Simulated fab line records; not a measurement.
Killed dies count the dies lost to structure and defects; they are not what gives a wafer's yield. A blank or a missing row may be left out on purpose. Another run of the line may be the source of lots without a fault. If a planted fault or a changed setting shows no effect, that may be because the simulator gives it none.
The tool behind it: which one?    flow sky130    13 lots, 39 wafers sampled, at 3 steps of a route of 708

== WHAT THE GAUGES SHOWED, per wafer ==
No reading from a measuring or inspecting step in the record can be judged against a usual standard deviation.

== TOOL THAT RAN EACH LOT (tool first, then ch and the chambers of the sampled wafers, then the start) ==
lot   SKY_METAL5_METAL_ETCH_15          SKY_METAL5_STRIP_16                  SKY_PAD_OPEN_PROBE_99
L323  rieMetal-04 ch 0,1, day 43 16:23  plasmaAsher-04 ch 0,1, day 43 16:34  -
L324  rieMetal-02 ch 0,1, day 43 17:34  plasmaAsher-03 ch 0,1, day 43 17:48  -
L326  rieMetal-02 ch 0,1, day 44 09:39  plasmaAsher-01 ch 0,1, day 44 09:53  -
L327  rieMetal-02 ch 0,1, day 44 13:53  plasmaAsher-01 ch 0,1, day 44 14:07  -
L328  rieMetal-03 ch 1, day 44 23:31    plasmaAsher-04 ch 0,1, day 44 23:50  prober-01, day 46 19:58
L329  rieMetal-04 ch 0,1, day 45 00:55  plasmaAsher-01 ch 0,1, day 45 01:09  -
L330  rieMetal-03 ch 0,1, day 45 12:30  plasmaAsher-03 ch 0, day 45 12:44    -
L331  rieMetal-02 ch 0, day 45 13:57    plasmaAsher-03 ch 0,1, day 45 14:11  -
L340  rieMetal-03 ch 0,1, day 47 17:04  plasmaAsher-03 ch 0,1, day 47 17:18  -
L343  rieMetal-04 ch 0,1, day 48 15:48  plasmaAsher-01 ch 0,1, day 48 16:02  -
L342  rieMetal-04 ch 0,1, day 48 17:15  plasmaAsher-03 ch 0,1, day 48 17:29  -
L344  rieMetal-04 ch 1, day 48 22:03    plasmaAsher-01 ch 1, day 48 22:31    -
L346  rieMetal-04 ch 1, day 49 03:10    plasmaAsher-04 ch 0,1, day 49 03:34  -
- SKY_METAL5_METAL_ETCH_15: etches the open film in Cl2/BCl3, stops on SiO2, target depth 1260 nm, time 252 s.
- SKY_METAL5_STRIP_16: strips in O2/N2.
- SKY_PAD_OPEN_PROBE_99

== WHAT THE TOOLS THEMSELVES READ (means of the sampled wafers that have a number; where no wafer has one, the mark that the record gives instead) ==
SKY_METAL5_METAL_ETCH_15. Usual: bcl3FlowSccm 29.99 sccm, standard deviation 0.09; drypumpMotorCurrentA 5.7 A, standard deviation 0.51; mfcCl2Sccm 59.99 sccm, standard deviation 0.17; oesProductAu 0.893 a.u., standard deviation 0.0052; throttleValvePct 22.264 %, standard deviation 0.0091.
lot   tool         bcl3FlowSccm (sccm)  drypumpMotorCurrentA (A)  mfcCl2Sccm (sccm)  oesProductAu (a.u.)  throttleValvePct (%)  flag
L323  rieMetal-04  29.98                5.3                       60.06              0.890                22.265                
L324  rieMetal-02  30.06                6.0                       60.12              0.892                22.270                
L326  rieMetal-02  29.98                6.0                       60.02              0.900                22.265                
L327  rieMetal-02  30.03                5.9                       60.09              0.893                22.269                
L328  rieMetal-03  29.91                5.4                       60.27              0.894                22.257                
L329  rieMetal-04  29.94                5.3                       59.97              0.895                22.263                
L330  rieMetal-03  30.03                5.7                       59.94              0.895                22.264                
L331  rieMetal-02  29.88                5.7                       60.06              0.893                22.264                
L340  rieMetal-03  29.99                5.7                       59.80              0.865                22.258                OFF
L343  rieMetal-04  29.93                5.3                       60.15              0.894                22.264                
L342  rieMetal-04  29.95                5.2                       59.85              0.894                22.272                
L344  rieMetal-04  30.08                5.0                       59.84              0.894                22.262                
L346  rieMetal-04  30.01                5.0                       60.10              0.895                22.264                

SKY_METAL5_STRIP_16. Usual: drypumpMotorCurrentA 5.7 A, standard deviation 0.46; o2FlowSccm 2999 sccm, standard deviation 9.3; oesProductAu 0.710 a.u., standard deviation 0.0045; stripTimeToEndpointS 13.06 s, standard deviation 0.16.
lot   tool            drypumpMotorCurrentA (A)  o2FlowSccm (sccm)  oesProductAu (a.u.)  stripTimeToEndpointS (s)  flag
L323  plasmaAsher-04  5.5                       3001               0.710                13.04                     
L324  plasmaAsher-03  5.7                       2993               0.711                13.15                     
L326  plasmaAsher-01  5.5                       3005               0.714                13.11                     
L327  plasmaAsher-01  5.5                       3008               0.711                13.20                     
L328  plasmaAsher-04  5.5                       3007               0.711                13.07                     
L329  plasmaAsher-01  5.5                       2997               0.710                13.06                     
L330  plasmaAsher-03  5.8                       3012               0.710                13.06                     
L331  plasmaAsher-03  5.7                       2992               0.711                13.20                     
L340  plasmaAsher-03  5.8                       2997               0.704                12.44                     OFF
L343  plasmaAsher-01  5.5                       3006               0.713                12.89                     
L342  plasmaAsher-03  5.7                       3009               0.709                13.24                     
L344  plasmaAsher-01  5.0                       3003               0.708                13.27                     
L346  plasmaAsher-04  5.8                       2995               0.709                13.22                     

SKY_PAD_OPEN_PROBE_99. Usual: defectLimitedYield 82.5 %, standard deviation 1.9; killed_at_M0_to_M3 42, standard deviation 7.4; killed_at_M4_up 3.4, standard deviation 1.8; killedAtContacts 25, standard deviation 5.4; killedAtFrontEnd 15, standard deviation 4.4; killedAtOther 0.2, standard deviation 0.52; killedDies 86, standard deviation 9.3; killedOnRim 17, standard deviation 3.9; killedOpen 47, standard deviation 7.6; killedShort 39, standard deviation 6.5; sort_bin_3_pad_short 0.9 %, standard deviation 0.46; sort_bin_5_function 10.3 %, standard deviation 1.5; sort_bin_6_memory 6.3 %, standard deviation 1.2; sortNPass 406, standard deviation 9.3; sortYieldPct 82.5 %, standard deviation 1.9.
lot   tool       defectLimitedYield (%)  killed_at_M0_to_M3  killed_at_M4_up  killedAtContacts  killedAtFrontEnd  killedAtOther  killedDies  killedOnRim  killedOpen  killedShort  sort_bin_3_pad_short (%)  sort_bin_5_function (%)  sort_bin_6_memory (%)  sortNPass  sortYieldPct (%)  flag
L328  prober-01  82.2                    44                  4.7              24                15                0.0            87          19           49          38           0.6                       11.1                     6.0                    405        82.2              

== THE ANSWER, worked out from the rows above alone ==
Rule: a lot counts as off when the mean over its wafers that have a number is more than 3 standard deviations away from the usual mean. A lot without any number at a reading at which 4 lots or more have one is off too. The other lots that the step has rows for count as sound. The gauges are gone through in route order, then the tools' own readings, and for those a lot's mean is taken as printed above. The first step at which some lot is off is used, and at that step the reading that is off furthest; a lot without a number counts as furthest.
Off at SKY_METAL5_METAL_ETCH_15 (oesProductAu): L340.
If a tool, at that step or one of the process steps before it, ran each lot that is off and ran no sound lot following the first of them, it fits. One candidate fits, namely rieMetal-03 at SKY_METAL5_METAL_ETCH_15. Its last sound lot is L330 (day 45 12:30), its first lot that is off L340 (day 47 17:04): a fault that began between those two fits.
The tool's own readings at SKY_METAL5_METAL_ETCH_15 bear it out: on the lots that are off they differ by more than 5 times the standard deviation of the sound lots' means. oesProductAu reads 0.865 a.u. there against 0.894 a.u. on the sound lots.

== WHAT THE SIMULATOR HAD INSERTED ==
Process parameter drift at SKY_METAL5_METAL_ETCH_15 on rieMetal-03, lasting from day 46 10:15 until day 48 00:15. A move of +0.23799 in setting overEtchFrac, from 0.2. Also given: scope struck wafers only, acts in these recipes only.
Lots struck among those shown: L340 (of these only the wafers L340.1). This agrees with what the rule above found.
